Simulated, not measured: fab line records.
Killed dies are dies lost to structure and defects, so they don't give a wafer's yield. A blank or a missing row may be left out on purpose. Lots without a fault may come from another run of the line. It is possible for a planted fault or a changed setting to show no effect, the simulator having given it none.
fab line records    flow sky130
record lots=15  wafers=45  lastDay=50
route steps=708 shown SONOS_TUNNEL@166 GATE_OXIDE@189 LDD_N@246
lots untouched by any fault: they come from a run of this same line in which no faults occurred
startH: hours from the record's first day to the start of the lot's first wafer shown    waitH: time in hours since the lot's previous step    " as in the row above    L1.1+2: a single row standing in for several wafers    - no value, or no start was given    * or withheld: withheld    < > ~ a bound
route shown NAME@n: NAME is a module with steps in the file, n the number in the route of the first one    usual: mean/standard deviation taken from wafers without a fault    same: alike in all rows    chamber/n: place in a boat    sites: readings site by site    _std_site: standard deviation of those values    _edge_site: inner sites' mean taken away from outer sites' mean    radiusMm: for every site, how far away it sits from the centre of the wafer    mask NAME#n: copy n    behind: the most recent tool/chamber to have shaped the wafer    hold: the reason the lot was held/the length of the hold in hours/how it ended    device: which transistor (n, p or np) failed to switch    end of line: tests run on the same wafers once the route is complete    step lacking rows: just its recipe    killed: at the first sort, the dies lost to defects and structure; wafer yield is something else    map: a wafer's dies, x killed, . not, _ none there
set.NAME: setting as actually run; set.NAME@STEP: the setting as run at that earlier step    model.NAME: the simulator's own value behind a step, which no gauge read
a sample of lots followed through the steps of the route, with each step as a table and each wafer as a row
services: when a tool's chamber went out of use (startH, in hours from the record's first day, below 0 if earlier), for how many hours, and the reason
## steps
# step SKY_SONOS_TUNNEL_TW_MEAS_12
# usual SONOS_TUNNEL_TW=196.2/1.5
lot.wafer  tool          chamber  startH  waitH  SONOS_TUNNEL_TW
L771.1     filmMetro-04  -        255.44  0.0    195.7
L771.3     "             -        "       "      195.3
L771.6     "             -        "       "      195.3
L773.1     filmMetro-04  -        268.92  0.0    195.3
L773.3     "             -        "       "      195.3
L773.4     "             -        "       "      194.5
L776.3     filmMetro-02  -        299.79  0.0    198.6
L776.4     "             -        "       "      198.0
L776.6     "             -        "       "      197.5
L775.2     filmMetro-01  -        301.38  0.0    196.5
L775.3     "             -        "       "      196.5
L775.5     "             -        "       "      198.9
L778.3     filmMetro-01  -        303.34  0.0    197.5
L778.4     "             -        "       "      196.7
L778.6     "             -        "       "      197.3
L784.1     filmMetro-02  -        357.34  0.0    198.6
L784.5     "             -        "       "      196.2
L784.6     "             -        "       "      198.4
L785.2     filmMetro-04  -        358.60  0.0    193.6
L785.3     "             -        "       "      194.3
L785.5     "             -        "       "      193.6
L786.1     filmMetro-02  -        372.02  0.0    196.7
L786.4     "             -        "       "      197.1
L786.5     "             -        "       "      197.0
L787.3     filmMetro-04  -        377.54  0.0    195.1
L787.4     "             -        "       "      195.7
L787.6     "             -        "       "      195.4
L788.1     filmMetro-04  -        381.27  0.0    195.4
L788.2     "             -        "       "      195.1
L788.4     "             -        "       "      195.6
L789.3     filmMetro-01  -        388.62  0.0    196.8
L789.5     "             -        "       "      196.5
L789.6     "             -        "       "      197.1
L790.1     filmMetro-01  -        399.96  0.0    196.3
L790.2     "             -        "       "      195.7
L790.6     "             -        "       "      195.9
L791.1     filmMetro-01  -        406.67  0.0    196.5
L791.5     "             -        "       "      195.8
L791.6     "             -        "       "      195.8
L792.3     filmMetro-04  -        413.29  0.0    194.8
L792.5     "             -        "       "      194.2
L792.6     "             -        "       "      194.1
L794.1     filmMetro-01  -        437.02  0.0    197.5
L794.3     "             -        "       "      196.9
L794.5     "             -        "       "      197.0
# step SKY_GATE_OXIDE_THK_MEAS_02
# recipe reads=SiO2_of_GATE_OXIDE_OXIDATION_01
# usual GATE_OXIDE_OXIDATION_00_THK=10.21/0.24
lot.wafer  tool          chamber  startH  waitH  GATE_OXIDE_OXIDATION_00_THK[nm]
L771.1     filmMetro-03  -        290.64  0.0    10.27
L771.3     "             -        "       "      10.38
L771.6     "             -        "       "      10.27
L773.1     filmMetro-04  -        299.76  0.0    10.04
L773.3     "             -        "       "      10.10
L773.4     "             -        "       "      9.81
L776.3     filmMetro-04  -        333.06  0.0    10.05
L776.4     "             -        "       "      9.87
L776.6     "             -        "       "      10.09
L775.2     filmMetro-04  -        337.49  0.0    9.83
L775.3     "             -        "       "      9.98
L775.5     "             -        "       "      10.01
L778.3     filmMetro-02  -        337.50  0.0    10.02
L778.4     "             -        "       "      10.24
L778.6     "             -        "       "      10.12
L784.1     filmMetro-04  -        393.44  0.0    10.26
L784.5     "             -        "       "      10.31
L784.6     "             -        "       "      10.30
L785.2     filmMetro-03  -        394.48  0.0    10.55
L785.3     "             -        "       "      10.66
L785.5     "             -        "       "      10.65
L786.1     filmMetro-02  -        407.84  0.0    10.13
L786.4     "             -        "       "      10.13
L786.5     "             -        "       "      10.38
L787.3     filmMetro-02  -        414.36  0.0    10.50
L787.4     "             -        "       "      10.51
L787.6     "             -        "       "      10.49
L788.1     filmMetro-03  -        417.37  0.0    9.83
L788.2     "             -        "       "      9.96
L788.4     "             -        "       "      10.20
L789.3     filmMetro-02  -        424.16  0.0    10.29
L789.5     "             -        "       "      10.30
L789.6     "             -        "       "      10.55
L790.1     filmMetro-04  -        437.53  0.0    10.19
L790.2     "             -        "       "      10.22
L790.6     "             -        "       "      10.21
L791.1     filmMetro-03  -        445.94  0.0    10.59
L791.5     "             -        "       "      10.65
L791.6     "             -        "       "      10.70
L792.3     filmMetro-02  -        452.96  0.0    10.32
L792.5     "             -        "       "      10.14
L792.6     "             -        "       "      10.15
L794.1     filmMetro-04  -        473.74  0.0    10.34
L794.3     "             -        "       "      10.45
L794.5     "             -        "       "      10.46
# step SKY_GATE_OXIDE_OVL_MEAS_10
# usual GATE_OXIDE_OVL=0.7/1.5
lot.wafer  tool        chamber  startH  waitH  GATE_OXIDE_OVL[nm]
L771.1     overlay-02  -        316.09  0.1    2.2
L771.3     "           -        "       "      2.1
L771.6     "           -        "       "      2.5
L773.1     overlay-02  -        325.61  0.1    1.7
L773.3     "           -        "       "      -0.5
L773.4     "           -        "       "      2.9
L776.3     overlay-01  -        359.82  0.1    -0.7
L776.4     "           -        "       "      -0.8
L776.6     "           -        "       "      1.0
L778.3     overlay-02  -        364.55  0.1    2.4
L778.4     "           -        "       "      1.6
L778.6     "           -        "       "      1.2
L775.2     overlay-01  -        364.66  0.1    -0.7
L775.3     "           -        "       "      -2.1
L775.5     "           -        "       "      -1.0
L784.1     overlay-01  -        423.24  0.1    0.8
L784.5     "           -        "       "      0.0
L784.6     "           -        "       "      1.3
L785.2     overlay-02  -        424.46  0.1    1.7
L785.3     "           -        "       "      -0.9
L785.5     "           -        "       "      0.4
L786.1     overlay-02  -        439.36  0.1    -0.6
L786.4     "           -        "       "      -2.0
L786.5     "           -        "       "      -0.3
L787.3     overlay-01  -        445.65  0.1    1.1
L787.4     "           -        "       "      0.4
L787.6     "           -        "       "      1.8
L788.1     overlay-01  -        448.45  0.1    1.2
L788.2     "           -        "       "      -0.2
L788.4     "           -        "       "      1.7
L789.3     overlay-02  -        455.41  0.1    1.5
L789.5     "           -        "       "      0.0
L789.6     "           -        "       "      1.6
L790.1     overlay-01  -        468.66  0.1    -1.1
L790.2     "           -        "       "      0.7
L790.6     "           -        "       "      -0.3
L791.1     overlay-01  -        476.65  0.1    0.8
L791.5     "           -        "       "      2.2
L791.6     "           -        "       "      1.1
L792.3     overlay-02  -        483.82  0.1    2.6
L792.5     "           -        "       "      1.1
L792.6     "           -        "       "      3.6
L794.1     overlay-02  -        504.08  0.1    4.1
L794.3     "           -        "       "      3.8
L794.5     "           -        "       "      4.5
# step SKY_LDD_N_IMPLANT_09
# recipe species=As  energyKev=20  doseCm2=7.5e+13  tiltDeg=withheld  rotationDeg=113
# usual beamEnergyKeV=20.000/0.0067  beamOnS=9.97/0.18  doseIonsCm2=7.5e+13/7.4e+10  endStationPressureTorr=5.33e-06/2.7e-07
lot.wafer  tool          chamber  startH  waitH  beamEnergyKeV  beamOnS  doseIonsCm2  endStationPressureTorr
L771.1     implanter-03  0        407.14  0.1    20.000         9.97     7.502e+13    5.48e-06
L771.3     "             0        "       "      20.002         10.25    7.498e+13    5.06e-06
L771.6     "             0        "       "      19.994         10.11    7.502e+13    5.06e-06
L773.1     implanter-01  0        418.76  0.1    20.000         10.12    7.494e+13    4.89e-06
L773.3     "             0        "       "      19.995         9.72     7.516e+13    5.62e-06
L773.4     "             0        "       "      19.998         10.03    7.514e+13    5.28e-06
L775.2     implanter-03  -        463.55  0.1    -              -        -            -
L775.3     "             -        "       "      -              -        -            -
L775.5     "             -        "       "      -              -        -            -
L778.3     implanter-01  -        463.76  0.1    -              -        -            -
L778.4     "             -        "       "      -              -        -            -
L778.6     "             -        "       "      -              -        -            -
L776.3     implanter-04  -        464.06  0.1    -              -        -            -
L776.4     "             -        "       "      -              -        -            -
L776.6     "             -        "       "      -              -        -            -
L784.1     implanter-03  0        523.34  0.1    20.008         10.03    7.497e+13    5.24e-06
L784.5     "             0        "       "      20.006         9.83     7.502e+13    5.5e-06
L784.6     "             0        "       "      20.002         9.86     7.509e+13    5.54e-06
L785.2     implanter-03  0        525.40  0.1    19.996         9.79     7.496e+13    5.37e-06
L785.3     "             0        "       "      19.994         9.98     7.494e+13    5.46e-06
L785.5     "             0        "       "      19.991         10.03    7.504e+13    5.13e-06
L786.1     implanter-01  0        538.04  0.1    19.997         10.09    7.504e+13    5.01e-06
L786.4     "             0        "       "      19.989         10.15    7.512e+13    5.55e-06
L786.5     "             0        "       "      20.002         10.02    7.502e+13    5.52e-06
L787.3     implanter-03  0        544.82  0.1    20.012         10.11    7.499e+13    5.1e-06
L787.4     "             0        "       "      20.001         10.12    7.489e+13    4.98e-06
L787.6     "             0        "       "      20.014         10.10    7.506e+13    5.37e-06
L788.1     implanter-01  0        548.82  0.1    19.992         9.61     7.497e+13    5.28e-06
L788.2     "             0        "       "      19.993         9.95     7.512e+13    5.42e-06
L788.4     "             0        "       "      19.991         9.87     7.507e+13    5.5e-06
L789.3     implanter-04  0        553.61  0.1    19.997         10.16    7.488e+13    5.32e-06
L789.5     "             0        "       "      20.001         10.17    7.496e+13    5.23e-06
L789.6     "             0        "       "      20.004         10.10    7.486e+13    4.92e-06
L791.1     implanter-01  0        580.61  0.1    20.002         10.07    7.504e+13    5.23e-06
L791.5     "             0        "       "      20.002         9.94     7.506e+13    5.84e-06
L791.6     "             0        "       "      19.994         10.08    7.488e+13    5.6e-06
L790.1     implanter-03  0        580.91  0.1    19.994         9.67     7.487e+13    5.64e-06
L790.2     "             0        "       "      19.995         10.26    7.508e+13    5.27e-06
L790.6     "             0        "       "      20.003         9.96     7.495e+13    5.41e-06
L792.3     implanter-04  0        582.86  0.1    19.996         10.02    7.49e+13     5.23e-06
L792.5     "             0        "       "      20.001         9.89     7.493e+13    5.03e-06
L792.6     "             0        "       "      19.986         10.03    7.5e+13      4.84e-06
L794.1     implanter-01  0        599.79  0.1    20.005         9.85     7.506e+13    5.03e-06
L794.3     "             0        "       "      20.001         9.70     7.492e+13    5.48e-06
L794.5     "             0        "       "      20.008         9.87     7.497e+13    5.17e-06
# step SKY_LDD_N_STRIP_16
# recipe chemistry=O2/N2  powerW=1400  pressureMtorr=1500  platenTempC=withheld  o2FlowSccm=3000  n2FlowSccm=300  overashFraction=0.5
# usual drypumpMotorCurrentA=5.4/0.4  oesProductAu=0.405/0.0042  stripTimeToEndpointS=4.277/0.014
# same overashFraction=0.5
lot.wafer  tool            chamber  startH  waitH  drypumpMotorCurrentA  oesProductAu  rfHoursCounterH  stripTimeToEndpointS
L771.1     plasmaAsher-04  1        408.19  0.1    4.9                   0.405         73               4.282
L771.3     "               1        "       "      4.9                   0.413         -                4.297
L771.6     "               0        "       "      6.0                   0.407         -                4.280
L773.1     plasmaAsher-02  0        419.81  0.1    5.6                   0.406         31               4.282
L773.3     "               1        "       "      5.3                   0.400         -                4.291
L773.4     "               0        "       "      5.6                   0.400         -                4.293
L775.2     plasmaAsher-02  1        464.57  0.1    5.3                   0.410         34               4.119
L775.3     "               1        "       "      5.4                   0.408         -                4.110
L775.5     "               1        "       "      5.3                   0.402         -                4.117
L778.3     plasmaAsher-03  0        464.79  0.1    4.9                   0.400         -                4.078
L778.4     "               1        "       "      5.9                   0.405         -                4.067
L778.6     "               0        "       "      4.9                   0.403         -                4.083
L776.3     plasmaAsher-02  0        465.09  0.1    5.6                   0.401         -                4.104
L776.4     "               1        "       "      5.3                   0.405         -                4.105
L776.6     "               1        "       "      5.3                   0.400         -                4.128
L784.1     plasmaAsher-03  0        524.39  0.1    4.9                   0.406         68               4.269
L784.5     "               1        "       "      5.9                   0.411         -                4.279
L784.6     "               0        "       "      4.9                   0.408         -                4.267
L785.2     plasmaAsher-02  1        526.42  0.1    5.4                   0.411         41               4.286
L785.3     "               1        "       "      5.3                   0.402         -                4.276
L785.5     "               1        "       "      5.3                   0.408         -                4.295
L786.1     plasmaAsher-03  1        539.09  0.1    5.9                   0.406         70               4.303
L786.4     "               0        "       "      4.9                   0.412         -                4.259
L786.5     "               1        "       "      5.9                   0.403         -                4.280
L787.3     plasmaAsher-02  1        545.85  0.1    5.4                   0.401         -                4.299
L787.4     "               0        "       "      5.6                   0.408         -                4.302
L787.6     "               1        "       "      5.4                   0.410         -                4.270
L788.1     plasmaAsher-03  1        549.87  0.1    5.9                   0.404         71               4.257
L788.2     "               0        "       "      4.9                   0.398         71               4.255
L788.4     "               1        "       "      5.9                   0.404         -                4.260
L789.3     plasmaAsher-02  0        554.64  0.1    5.7                   0.409         -                4.263
L789.5     "               1        "       "      5.3                   0.412         -                4.268
L789.6     "               0        "       "      5.7                   0.408         -                4.283
L791.1     plasmaAsher-04  0        581.66  0.1    6.0                   0.404         90               4.280
L791.5     "               1        "       "      4.9                   0.400         -                4.266
L791.6     "               0        "       "      6.0                   0.411         -                4.289
L790.1     plasmaAsher-04  1        581.96  0.1    4.9                   0.404         90               4.259
L790.2     "               0        "       "      6.0                   0.407         90               4.270
L790.6     "               0        "       "      6.0                   0.403         -                4.261
L792.3     plasmaAsher-02  0        583.89  0.1    5.7                   0.405         -                4.282
L792.5     "               1        "       "      5.3                   0.404         -                4.258
L792.6     "               0        "       "      5.7                   0.407         -                4.274
L794.1     plasmaAsher-02  1        600.84  0.1    5.3                   0.412         48               4.281
L794.3     "               1        "       "      5.3                   0.407         -                4.275
L794.5     "               1        "       "      5.3                   0.406         -                4.272
# step SKY_LDD_N_TW_MEAS_17
# usual LDD_N_TW=2571/18
lot.wafer  tool          chamber  startH  waitH  LDD_N_TW
L771.1     filmMetro-04  -        408.29  0.1    2550
L771.3     "             -        "       "      2553
L771.6     "             -        "       "      2557
L773.1     filmMetro-03  -        419.91  0.1    2581
L773.3     "             -        "       "      2594
L773.4     "             -        "       "      2573
L775.2     filmMetro-03  -        464.68  0.1    2435
L775.3     "             -        "       "      2424
L775.5     "             -        "       "      2424
L778.3     filmMetro-04  -        464.88  0.1    2413
L778.4     "             -        "       "      2404
L778.6     "             -        "       "      2398
L776.3     filmMetro-04  -        465.18  0.1    2416
L776.4     "             -        "       "      2416
L776.6     "             -        "       "      2418
L784.1     filmMetro-01  -        524.49  0.1    2608
L784.5     "             -        "       "      2599
L784.6     "             -        "       "      2596
L785.2     filmMetro-01  -        526.53  0.1    2600
L785.3     "             -        "       "      2600
L785.5     "             -        "       "      2594
L786.1     filmMetro-04  -        539.19  0.1    2555
L786.4     "             -        "       "      2546
L786.5     "             -        "       "      2553
L787.3     filmMetro-04  -        545.94  0.1    2551
L787.4     "             -        "       "      2561
L787.6     "             -        "       "      2565
L788.1     filmMetro-01  -        549.97  0.1    2604
L788.2     "             -        "       "      2608
L788.4     "             -        "       "      2600
L789.3     filmMetro-03  -        554.73  0.1    2581
L789.5     "             -        "       "      2577
L789.6     "             -        "       "      2581
L791.1     filmMetro-04  -        581.76  0.1    2543
L791.5     "             -        "       "      2543
L791.6     "             -        "       "      2549
L790.1     filmMetro-04  -        582.06  0.1    2552
L790.2     "             -        "       "      2549
L790.6     "             -        "       "      2562
L792.3     filmMetro-04  -        583.98  0.1    2555
L792.5     "             -        "       "      2542
L792.6     "             -        "       "      2540
L794.1     filmMetro-03  -        600.94  0.1    2574
L794.3     "             -        "       "      2579
L794.5     "             -        "       "      2577
## services
tool            chamber  startH  hours  kind
plasmaAsher-04  -        384.56  5.2    pm
implanter-04    -        400.74  4.6    pm
plasmaAsher-03  -        404.21  0.4    repair
plasmaAsher-02  -        425.99  15.6   repair
plasmaAsher-04  -        433.49  3.8    repair
implanter-04    -        460.87  2.0    repair
implanter-03    -        476.31  6.7    repair
implanter-01    -        488.37  4.7    pm
implanter-01    -        532.72  2.0    repair
implanter-04    -        547.01  2.6    repair
plasmaAsher-04  -        567.57  12.9   repair
implanter-03    -        568.91  6.6    pm
## key
firstSign step=SKY_LDD_N_IMPLANT_09  reading=toolRecord  direction=missing
effect step=SKY_LDD_N_STRIP_16  reading=stripTimeToEndpointS  direction=down  sigmas=13  usual=*  struck=*
effect step=SKY_LDD_N_TW_MEAS_17  reading=LDD_N_TW  direction=down  sigmas=8.6  usual=2571  struck=2416
metAt SKY_LDD_N_IMPLANT_09
struckLots L775,L776,L778
laterRowsLeftOut L775.2,L775.3,L775.5,L776.3,L776.4,L776.6,L778.3,L778.4,L778.6
sortLeftOut L775.2,L775.3,L775.5,L776.3,L776.4,L776.6,L778.3,L778.4,L778.6
testerLeftOut L775,L776,L778
notActingAt SKY_SONOS_TUNNEL_TW_MEAS_12,SKY_GATE_OXIDE_THK_MEAS_02,SKY_GATE_OXIDE_OVL_MEAS_10
onsetBetween 418.76 463.55
fault kind=skippedStepWhole  tool=implanter-01,implanter-03,implanter-04  chamber=-  onsetH=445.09  steps=SKY_LDD_N_IMPLANT_09  scope=struckLotsOnly
# testerLeftOut: of these lots the tester's yield and bins aren't shown, on N5 and GAA mostly nor the transistor test; their killed dies are dies lost to structure and defects alone, not to doping, threshold or leakage, so they don't give the yield
# sortLeftOut: the simulated sort isn't trusted on such a fault, so these wafers' sort isn't shown, and their yield isn't known
# laterRowsLeftOut: the simulator's readings of these wafers behind a module that went badly wrong aren't trusted and aren't shown, but for the sort
